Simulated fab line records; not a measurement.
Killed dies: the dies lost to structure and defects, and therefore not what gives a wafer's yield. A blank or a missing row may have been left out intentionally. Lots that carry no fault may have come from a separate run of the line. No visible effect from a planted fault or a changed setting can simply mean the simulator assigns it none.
A lot that was struck, set against a sound lot | flow sky130 | 43 steps out of a route of 708
Sound: the wafers L784.1, L784.3, L784.6. Struck: wafers L791.1, L791.2, L791.5. The cause is given at the end.
At each step with rows: each side's tool, then ch and its chambers, then its first start. Under that, the readings that differ: sound wafers | struck wafers | difference of the means | sigmas: that difference in standard deviations of wafers without a fault.
alike: same words and numbers on both sides, and readings whose means sit less than 2 such deviations apart. not compared: any withheld reading, any reading some wafer has no value for, any bound like >300 that may hide the same value, and any number with overlapping values for which the record gives no deviation.
A row with sigmas, a row that says differs or no value, or rows on one side alone: a step with any of these is where the two part. Numbers that don't overlap but have no deviation are shown without sigmas and don't part them. A reading that every wafer of one side lacks parts them only if that side has two wafers or more.

first, 8 steps without rows for these wafers: SKY_POLY_CUT_DEHYDRATE_00 (time 60 s); SKY_POLY_CUT_HMDS_01 (prime time 60 s); SKY_POLY_CUT_COAT_02 (resist thk 60 nm); SKY_POLY_CUT_COAT_03 (resist thk 450 nm); SKY_POLY_CUT_SOFTBAKE_04 (time 90 s); SKY_POLY_CUT_EXPOSE_05 (exposes mask NPCM, target cd 270 nm); SKY_POLY_CUT_PEB_06; SKY_POLY_CUT_DEVELOP_07 (develop time 60 s).
SKY_POLY_CUT_CD_MEAS_08 targets a cd of 270 nm.
  sound on cdSem-01, day 26 04:56; struck on cdSem-02, day 27 11:35
reading   | sound             | struck            | difference | sigmas
cdNm (nm) | 273.6 273.2 272.2 | 266.4 267.6 267.0 | -6.0       | -4
SKY_POLY_CUT_OVL_MEAS_09:
  sound on overlay-01, day 26 05:03; struck on overlay-01, day 27 11:42
  alike: POLY_CUT_OVL
SKY_POLY_CUT_ETCH_10: etches BARC in N2/H2, stops on SiO2, time 45.9 s, target depth 60 nm.
  sound on rieDiel-03 ch 1,2,3, day 26 05:05; struck on rieDiel-03 ch 1,2, day 27 11:44
  alike: drypumpMotorCurrentA, n2FlowSccm, oesProductAu, throttleValvePct
  not compared: rfHoursCounterH
SKY_POLY_CUT_ETCH_11: etches Si3N4 in CF4/CH2F2/Ar, stops on poly-Si, time 42.5 s, target depth 60 nm.
  sound on rieDiel-03 ch 1,2,3, day 26 05:08; struck on rieDiel-03 ch 1,2, day 27 11:47
  alike: drypumpMotorCurrentA, oesProductAu, throttleValvePct
  not compared: rfHoursCounterH
SKY_POLY_CUT_STRIP_12: strips in O2/N2.
  sound on plasmaAsher-03 ch 0,1, day 26 05:10; struck on plasmaAsher-02 ch 0,1, day 27 11:49
  alike: drypumpMotorCurrentA, n2FlowSccm, oesProductAu, stripTimeToEndpointS
  not compared: rfHoursCounterH
then, 7 steps without rows for these wafers: SKY_SD_P_DEHYDRATE_00 (time 60 s); SKY_SD_P_HMDS_01 (prime time 60 s); SKY_SD_P_COAT_02 (resist thk 1140 nm); SKY_SD_P_SOFTBAKE_03 (time 60 s); SKY_SD_P_EXPOSE_04 (exposes mask PSDM, target cd 380 nm); SKY_SD_P_PEB_05; SKY_SD_P_DEVELOP_06 (develop time 60 s).
SKY_SD_P_CD_MEAS_07 targets a cd of 380 nm.
  sound on cdSem-01, day 27 09:46; struck on cdSem-02, day 28 16:44
  alike: cdNm
SKY_SD_P_OVL_MEAS_08:
  sound on overlay-01, day 27 09:53; struck on overlay-02, day 28 16:52
  alike: SD_P_OVL
then, 1 step without rows for these wafers: SKY_SD_P_IMPLANT_09.
SKY_SD_P_STRIP_10: strips in O2/N2.
  sound on plasmaAsher-02 ch 0,1, day 27 10:04; struck on plasmaAsher-03 ch 0,1, day 28 17:02
reading           | sound             | struck            | difference | sigmas
n2FlowSccm (sccm) | 300.2 298.8 299.5 | 300.9 300.7 302.6 | +1.9       | +2
  alike: drypumpMotorCurrentA, oesProductAu, stripTimeToEndpointS
  not compared: rfHoursCounterH
SKY_SD_P_TW_MEAS_11:
  sound on filmMetro-01, day 27 10:10; struck on filmMetro-02, day 28 17:08
reading | sound          | struck         | difference | sigmas
SD_P_TW | 2775 2766 2779 | 2856 2847 2843 | +75        | +3
then, 8 steps without rows for these wafers: SKY_RES_XHIGH_DEHYDRATE_00 (time 60 s); SKY_RES_XHIGH_HMDS_01 (prime time 60 s); SKY_RES_XHIGH_COAT_02 (resist thk 1140 nm); SKY_RES_XHIGH_SOFTBAKE_03 (time 60 s); SKY_RES_XHIGH_EXPOSE_04 (exposes mask URPM, target cd 1270 nm); SKY_RES_XHIGH_PEB_05; SKY_RES_XHIGH_DEVELOP_06 (develop time 60 s); SKY_RES_XHIGH_IMPLANT_07.
SKY_RES_XHIGH_STRIP_08: strips in O2/N2.
  sound on plasmaAsher-04 ch 0,1, day 28 15:35; struck on plasmaAsher-04 ch 0,1, day 29 18:37
  alike: drypumpMotorCurrentA, n2FlowSccm, oesProductAu, stripTimeToEndpointS
  not compared: rfHoursCounterH
SKY_RES_XHIGH_TW_MEAS_09:
  sound on filmMetro-04, day 28 15:41; struck on filmMetro-02, day 29 18:43
  alike: RES_XHIGH_TW
then, 7 steps without rows for these wafers: SKY_SD_N_DEHYDRATE_00 (time 60 s); SKY_SD_N_HMDS_01 (prime time 60 s); SKY_SD_N_COAT_02 (resist thk 1140 nm); SKY_SD_N_SOFTBAKE_03 (time 60 s); SKY_SD_N_EXPOSE_04 (exposes mask NSDM, target cd 380 nm); SKY_SD_N_PEB_05; SKY_SD_N_DEVELOP_06 (develop time 60 s).
-- record jumps: 18 days separate the struck wafers' starts on either side; left off in module SD_N, taken up again in module PAD_OPEN, whose first shown step is the route's number 708 --
SKY_PAD_OPEN_PROBE_99:
  record: rows for the struck wafers here (prober-01, day 47 21:57), none for the sound ones

## WHERE THEY PART
Earliest at SKY_POLY_CUT_CD_MEAS_08; latest, in this record, at SKY_PAD_OPEN_PROBE_99.

WHY: whatever the simulator had introduced
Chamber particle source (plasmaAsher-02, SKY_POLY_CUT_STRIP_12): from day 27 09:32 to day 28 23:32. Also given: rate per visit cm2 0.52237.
